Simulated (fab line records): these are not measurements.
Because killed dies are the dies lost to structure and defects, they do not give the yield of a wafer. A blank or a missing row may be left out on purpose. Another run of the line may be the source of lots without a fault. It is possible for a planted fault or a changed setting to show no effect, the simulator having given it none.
A lot that was struck, set against a sound lot + flow sfq line + 28 out of 325 route steps
Sound: the wafers L733.2, L733.5, L733.6. Struck: wafer L743.6 (L743.3, L743.4, from the same lot, were not struck and are left out); the cause is given at the end.
At each step with rows: each side's tool, then ch and its chambers, then its first start. Under that, the readings that differ: sound wafers + struck wafers + difference of the means + sigmas: that difference in standard deviations of wafers without a fault.
alike: same words and numbers on both sides, and readings whose means sit less than 2 such deviations apart. not compared: any withheld reading, any reading some wafer has no value for, any bound like >300 that may hide the same value, and any number with overlapping values for which the record gives no deviation.
The two part at a step that has a row with sigmas, a row that says differs or no value, or rows on one side only. Numbers that don't overlap but have no deviation are shown without sigmas and don't part them. A reading that every wafer of one side lacks parts them only if that side has two wafers or more.

first, 6 steps without rows for these wafers: SFQ_TRILAYER_M0_LITHO_COAT_026 (resist thk 62 nm); SFQ_TRILAYER_M0_LITHO_COAT_021 (resist thk 600 nm); SFQ_TRILAYER_M0_LITHO_SOFTBAKE_025; SFQ_TRILAYER_M0_LITHO_EXPOSE_022 (exposes mask M0, target cd 500 nm); SFQ_TRILAYER_M0_LITHO_PEB_024 (peb time 60 s); SFQ_TRILAYER_M0_LITHO_DEVELOP_023 (time 60 s).
SFQ_M0_OVL_MEAS_906:
  sound: overlay-02 at day 8 08:09; struck: overlay-01 at day 10 19:22
  alike: M0_OVL
then, 1 step without rows for these wafers: SFQ_TRILAYER_M0_BARC_OPEN_METAL_ETCH_031 (etches BARC in O2, target depth 125 nm, time 41.7 s).
SFQ_TRILAYER_M0_ETCH_METAL_ETCH_024: etches Nb in Cl2/Ar, stops on SiO2, target depth 240 nm, time 120 s.
  sound on rie metal-03 ch 0,1, day 8 08:14; struck on rie metal-04 ch 0, day 10 19:29
  alike: bias w, drypump motor current A, oes product au
  not compared: rf hours counter h
then, 2 steps without rows for these wafers: SFQ_TRILAYER_M0_STRIP_STRIP_025 (strips in O2); SFQ_TRILAYER_M0_STRIP_SOLV_CLEAN_026 (cleans in NMP, time 600 s).
SFQ_TRILAYER_I0_DEP_PECVD_027: deposits SiO2 from SiH4/N2O, time 111.11 s, target thk 500 nm.
  sound on pecvd-04 ch 0,1, day 8 09:08; struck on pecvd-02 ch 0, day 10 20:20
  alike: heater power w, throttle valve pct
SFQ_TRILAYER_I0_CMP_CMP_028: polishes SiO2.
  sound on cmp-01 ch 0,1,2, day 8 20:25; struck on cmp-02 ch 2, day 11 07:09
| reading                                             | sound             | struck | difference | sigmas |
|-----------------------------------------------------|-------------------|--------|------------|--------|
| model.SiO2_of_TRILAYER_I0_DEP_PECVD_027.thk nm (nm) | 201.5 199.1 199.1 | 179.6  | -20.3      |        |
  alike: head pressure psi, motor current A, time to endpoint s
SFQ_I0_BOW_MEAS_907:
  sound: film metro-04 at day 8 21:56; struck: film metro-04 at day 11 09:31
  not compared: I0_BOW
SFQ_TRILAYER_I0_METRO_MEASURE_029:
  sound: film metro-04 at day 8 22:14; struck: film metro-03 at day 11 14:08
| reading     | sound             | struck | difference | sigmas |
|-------------|-------------------|--------|------------|--------|
| thk nm (nm) | 201.6 199.3 199.2 | 179.6  | -20.4      | -16    |
then, 6 steps without rows for these wafers: SFQ_TRILAYER_I0_VIA_LITHO_COAT_036 (resist thk 62 nm); SFQ_TRILAYER_I0_VIA_LITHO_COAT_031 (resist thk 650 nm); SFQ_TRILAYER_I0_VIA_LITHO_SOFTBAKE_035; SFQ_TRILAYER_I0_VIA_LITHO_EXPOSE_032 (exposes mask I0, target cd 500 nm); SFQ_TRILAYER_I0_VIA_LITHO_PEB_034 (peb time 60 s); SFQ_TRILAYER_I0_VIA_LITHO_DEVELOP_033 (time 60 s).
SFQ_I0_OVL_MEAS_908:
  sound: overlay-02 at day 10 11:19; struck: overlay-02 at day 12 19:49
  alike: I0_OVL
SFQ_TRILAYER_I0_VIA_BARC_OPEN_VIA_ETCH_046: etches BARC in O2, target depth 125 nm, time 41.7 s.
  sound on rie diel-02 ch 2,3, day 10 11:20; struck on rie diel-03 ch 1, day 12 19:50
  alike: bias w, drypump motor current A, oes product au
  not compared: rf hours counter h
SFQ_TRILAYER_I0_VIA_ETCH_VIA_ETCH_034: etches SiO2 in CHF3, stops on Nb, target depth 260 nm.
  sound on rie diel-02 ch 2,3, day 10 11:23; struck on rie diel-03 ch 1, day 12 19:53
| reading                        | sound             | struck | difference | sigmas |
|--------------------------------|-------------------|--------|------------|--------|
| oes product au (a.u.)          | 0.855 0.850 0.848 | 0.800  | -0.051     | -10    |
| model.etch.depth nm (nm)       | 201.5 199.1 199.1 | 179.6  | -20.3      |        |
| model.I0.feature depth nm (nm) | 201.5 199.1 199.1 | 179.6  | -20.3      |        |
  alike: bias w, drypump motor current A
SFQ_TRILAYER_I0_VIA_STRIP_STRIP_035: strips in O2.
  sound on rie metal-02 ch 0,1, day 10 11:29; struck on rie metal-02 ch 1, day 12 20:11
  alike: drypump motor current A, oes product au
  not compared: rf hours counter h
then, 1 step without rows for these wafers: SFQ_TRILAYER_I0_VIA_STRIP_SOLV_CLEAN_036 (cleans in NMP, time 600 s).
SFQ_TRILAYER_M1_DEP_PRE_CLEAN_038: time 22.5 s.
  sound: pvd sputter-06 at day 10 12:16; struck: pvd sputter-06 at day 12 20:46
| reading                                             | sound           | struck | difference | sigmas |
|-----------------------------------------------------|-----------------|--------|------------|--------|
| model.SiO2_of_TRILAYER_I0_DEP_PECVD_027.thk nm (nm) | 194 191.6 191.6 | 172.1  | -20.3      |        |
SFQ_TRILAYER_M1_DEP_SPUTTER_037: material Nb, target thk 200 nm, time 133.3 s.
  sound: pvd sputter-06 at day 10 12:18; struck: pvd sputter-06 at day 12 20:47
| reading              | sound             | struck | difference | sigmas |
|----------------------|-------------------|--------|------------|--------|
| substrate temp c (C) | 19.88 19.82 19.81 | 20.12  | +0.28      | +2     |
  alike: resputter cathode voltage v, throttle valve pct

WHERE THEY PART
Last at SFQ_TRILAYER_M1_DEP_SPUTTER_037 as far as this record goes, first at SFQ_TRILAYER_I0_METRO_MEASURE_029.

WHY: what had been put in by the simulator
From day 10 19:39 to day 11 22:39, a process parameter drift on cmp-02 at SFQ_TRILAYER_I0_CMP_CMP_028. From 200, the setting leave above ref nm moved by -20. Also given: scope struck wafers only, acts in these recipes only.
